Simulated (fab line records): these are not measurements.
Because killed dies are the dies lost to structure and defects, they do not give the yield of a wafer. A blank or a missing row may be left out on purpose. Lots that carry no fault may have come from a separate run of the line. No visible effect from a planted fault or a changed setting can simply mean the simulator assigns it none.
Comparing a struck lot with a sound one ; flow gf180mcu ; 11 steps out of a route of 602
Sound: these wafers, L232.2, L232.3, L232.6. The struck wafers were L233.1, L233.3, L233.6. The cause is given at the end.
At each step with rows: each side's tool, then ch and its chambers, then its first start. Under that, the readings that differ: sound wafers ; struck wafers ; difference of the means ; sigmas: that difference in standard deviations of wafers without a fault.
alike: readings with means less than 2 such deviations apart, plus words and numbers identical on both sides. not compared: withheld readings, readings lacking a value on some wafer, bounds such as >300 that could conceal the same value, and numbers that have no deviation in the record and whose values overlap.
Wherever a step has rows on one side only, a row that says differs or no value, or a row with sigmas, the two part there. Numbers that have no deviation but don't overlap get no sigmas and don't part them. Lack of a reading on every wafer of one side parts them only where that side has two or more wafers.

GF_STI_BOW_MEAS_00:
  sound on film metro-02 at day 3 07:01; struck on film metro-03 at day 3 12:00
  alike: INCOMING_BOW
then, 1 step without rows for these wafers: GF_STI_OXIDATION_01 (stabilise 600 s, purge 300 s, target thk 10 nm).
GF_STI_THK_MEAS_02:
  sound on film metro-02 at day 3 09:34; struck on film metro-02 at day 3 15:09
  alike: STI_OXIDATION_THK
then, 1 step without rows for these wafers: GF_STI_CVD_03 (deposits Si3N4 from DCS/NH3, target thk 207.16 nm, time 3551 s).
GF_STI_THK_MEAS_04:
  sound on film metro-02 at day 3 11:37; struck on film metro-02 at day 3 17:11
reading;sound;struck;difference;sigmas
STI_CVD_03_THK (nm);206.0 204.1 204.4;209.5 209.1 211.3;+5.1;+2
then, 4 steps without rows for these wafers: GF_STI_DEHYDRATE_05 (time 60 s); GF_STI_HMDS_06 (prime time 60 s); GF_STI_COAT_07 (resist thk 700 nm); GF_STI_SOFTBAKE_08 (time 60 s).
GF_STI_EXPOSE_09: exposes mask COMP, target cd 220 nm.
  sound on krf scanner-01 ch 0, day 3 17:47; struck on krf scanner-01, day 3 23:45
  no value came back on the struck wafers for exposure dose mJ cm2, focus offset nm (nm), stage vel mm s (mm/s); on the sound wafers exposure dose mJ cm2 reads 27.994 27.985 28.047
  alike: mask
then, 1 step without rows for these wafers: GF_STI_PEB_10 (peb time 90 s).

WHERE THEY PART
Last at GF_STI_EXPOSE_09 as far as this record goes, first at GF_STI_THK_MEAS_04.

WHY: whatever the simulator had introduced
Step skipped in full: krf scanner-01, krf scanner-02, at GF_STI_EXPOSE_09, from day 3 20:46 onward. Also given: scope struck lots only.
